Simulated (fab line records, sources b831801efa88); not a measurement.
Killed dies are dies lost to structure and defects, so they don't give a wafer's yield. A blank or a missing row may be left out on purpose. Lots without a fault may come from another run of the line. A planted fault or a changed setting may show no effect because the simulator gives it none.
A struck lot beside a sound one | flow sky130 | 15 steps out of a route of 708
Sound: wafers L725.1, L725.2, L725.5. Struck: wafers L732.4, L732.5, L732.6. The cause comes at the end.
At each step with rows: each side's tool, then ch and its chambers, then its first start. Under that, the readings that differ: sound wafers | struck wafers | difference of the means | sigmas: that difference in standard deviations of wafers without a fault.
alike: readings whose means differ by less than 2 such deviations, and words and numbers that are the same on both sides. not compared: withheld readings, readings that some wafer has no value for, bounds like >300 that may hide the same value, and numbers for which the record gives no deviation and whose values overlap.
The two part at a step that has a row with sigmas, a row that says differs or no value, or rows on one side only. Numbers that don't overlap but have no deviation are shown without sigmas and don't part them. A reading that every wafer of one side lacks parts them only if that side has two wafers or more.

first, 5 steps without rows for these wafers: SKY_VIA3_STRIP_17 (strips in post etch residue remover, time 1200 s); SKY_VIA3_CLEAN_18 (cleans in IPA, time 180 s); SKY_VIA3_CLEAN_19 (cleans in O3/DIW); SKY_VIA3_SPUTTER_20 (material TiN, target thk 20 nm, time 80 s); SKY_VIA3_CVD_21 (deposits W, target thk 390 nm, time 117.31 s).
SKY_VIA3_RS_MEAS_22: measures by four-point-probe.
  sound on film_metro-03, day 39 18:35; struck on film_metro-04, day 42 15:23
  alike: VIA3_W_RS
SKY_VIA3_THK_MEAS_23: measures by xrf.
  sound on film_metro-03, day 39 18:42; struck on film_metro-04, day 42 15:28
  alike: VIA3_W_THK
SKY_VIA3_CMP_24: polishes, stops on SiO2, t overpolish 20 s, target thk 0 nm.
  sound on cmp-02 ch 0,1,3, day 39 18:46; struck on cmp-02 ch 0,2,3, day 42 15:36
  reading              | sound                | struck               | difference | sigmas
  overpolish_run_s (s) | 19.991 19.990 19.993 | 20.004 20.020 20.012 | +0.021     | +2
  alike: motor_current_A, slurry_filter_dp_kPa, time_to_endpoint_s
SKY_METAL4_SPUTTER_00: material Ti, target thk 15 nm, time 10 s.
  sound on pvd_sputter-01, day 39 19:04; struck on pvd_sputter-02, day 42 15:48
  alike: chamber_pressure_pa, throttle_valve_pct
then, 1 step without rows for these wafers: SKY_METAL4_SPUTTER_01 (material TiN, target thk 20 nm, time 16.7 s).
SKY_METAL4_SPUTTER_02: material AlCu, target thk 735 nm, time 39.1 s.
  sound on pvd_sputter-01, day 39 19:07; struck on pvd_sputter-02, day 42 15:51
  alike: chamber_pressure_pa, throttle_valve_pct
SKY_METAL4_SPUTTER_03: material Ti, target thk 5 nm, time 3.3 s.
  sound on pvd_sputter-01, day 39 19:08; struck on pvd_sputter-02, day 42 15:53
  alike: chamber_pressure_pa, throttle_valve_pct
SKY_METAL4_SPUTTER_04: material TiN, target thk 70 nm, time 58.3 s.
  sound on pvd_sputter-01, day 39 19:10; struck on pvd_sputter-02, day 42 15:55
  reading                  | sound                | struck               | difference | sigmas
  chamber_pressure_pa (Pa) | 0.3994 0.3997 0.4008 | 0.3723 0.3727 0.3719 | -0.0277    | -35
  alike: throttle_valve_pct
SKY_CAP2M_CVD_00: deposits SiO2, target thk 15.5 nm.
  sound on pecvd-04 ch 0,1,2, day 39 19:13; struck on pecvd-03 ch 0,2, day 42 15:58
  alike: heater_power_w
SKY_PAD_OPEN_PROBE_99:
  the record has rows for the sound wafers here (prober-02, day 45 21:31) and none for the struck ones

WHERE THEY PART
First at SKY_VIA3_CMP_24; last, within this record, at SKY_PAD_OPEN_PROBE_99.

WHY: what the simulator had put in
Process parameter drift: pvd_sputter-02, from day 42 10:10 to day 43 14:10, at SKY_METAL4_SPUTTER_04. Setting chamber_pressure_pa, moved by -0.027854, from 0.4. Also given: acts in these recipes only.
